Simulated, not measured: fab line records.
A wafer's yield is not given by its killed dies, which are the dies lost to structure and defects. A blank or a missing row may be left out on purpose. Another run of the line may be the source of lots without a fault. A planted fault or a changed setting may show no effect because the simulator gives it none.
8D (eight disciplines) problem report, filled in by code :: flow sky130 :: the parts of the form that need people (team, actions taken, sign-off) are left out

## 1. PROBLEM STATEMENT
SKY_METAL3_SPUTTER_02, cathode dc power W: mean 9733 W over 1 wafer from 1 lot; wafers with no fault: 10600 W, standard deviation 1.8. That is -99 or more standard deviations from the usual mean.
The step: material AlCu, target thk 735 nm, time 39.1 s.
The first sign was on wafer L379.1 at day 41 08:16, on pvd sputter-01. The record has a number at this step for 33 wafers belonging to 11 lots. The rule behind "out" and "out of limits": a value lying over 4 standard deviations away from the usual mean. The other wafers with a number count as sound.

## 2. WHAT IT IS; WHAT IT IS NOT
question: which readings at this step
is: cathode dc power W
is not: throttle valve pct

question: which lots
is: L379
is not: L365, L366, L367, L368, L371, L374, L378, L380, L386, L388

question: which wafers of those lots
is: L379.1
is not: L379.2, L379.4

question: read on which tools
is: pvd sputter-01
is not: pvd sputter-03, pvd sputter-04

question: when
is: from day 41 08:16
is not: up to then (23 sound wafers); but 9 sound wafers of L378, L386, L388 came after

## 3. SUSPECTS, AND WHAT RULES EACH OUT
Counting: any tool at a process step up to the reading remains a suspect provided it ran every lot that is out. Sound lots after the first of them don't rule it out here, since some wafers of a struck lot are sound.
- pvd sputter-02 at SKY_VIA2_SPUTTER_20 (material TiN, target thk 20 nm, time 80 s): kept. It ran the lot that is out, L379 (day 41 07:04).
- pvd sputter-01 at SKY_METAL3_SPUTTER_01 (material TiN, target thk 20 nm, time 16.7 s): kept. It ran the lot that is out, L379 (day 41 08:14); its last sound lot up to then is L374 (day 39 18:10).
- pvd sputter-01 at SKY_METAL3_SPUTTER_02 (material AlCu, target thk 735 nm, time 39.1 s): kept. It ran the lot that is out, L379 (day 41 08:16); its last sound lot up to then is L374 (day 39 18:11). Its own cathode dc power W readings are out on those wafers.
pvd sputter-02 at SKY_VIA2_SPUTTER_20, pvd sputter-01 at SKY_METAL3_SPUTTER_01 and pvd sputter-01 at SKY_METAL3_SPUTTER_02 are what is left after counting.

## 4. THE CAUSE (what the simulator had put in)
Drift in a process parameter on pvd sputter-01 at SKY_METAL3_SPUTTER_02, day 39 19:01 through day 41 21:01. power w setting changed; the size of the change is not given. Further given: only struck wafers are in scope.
This tool is one of the 3 suspects left after counting.

## 5. SEQUENCE OF EFFECTS, ordered by route
Each row: a reading whose mean over the struck wafers that have a number lies more than 3 standard deviations from the usual. Readings are gone through only where the record gives a usual standard deviation; hours: the median, over the lots, of the time from a lot's start at the first step in this table giving one to that lot's start at this step; sigmas: the change measured in usual standard deviations.
hours: 0
step: SKY_METAL3_SPUTTER_02
reading: cathode dc power W
usual: 10600 W
on struck wafers: 9733
change: -867
sigmas: -99 or more

hours: 49
step: SKY_METAL3_METAL_ETCH_18
reading: oes product au
usual: 0.867 a.u.
on struck wafers: 0.824
change: -0.043
sigmas: -5.5
Its process steps:
- SKY_METAL3_SPUTTER_02: material AlCu, target thk 735 nm, time 39.1 s.
- SKY_METAL3_METAL_ETCH_18: etches the open film in Cl2/BCl3, stops on SiO2, target depth 845 nm, time 183.1 s.
Later steps that measure or inspect, where all struck wafers having a row at the step show a number for every such reading and not one has moved that far: SKY_CAPM_THK_MEAS_04.

## 6. HOW IT WOULD HAVE BEEN CAUGHT EARLIER
37 hours passed between the start of the fault at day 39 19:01 and the first reading out of limits in this record, taken at day 41 08:16.
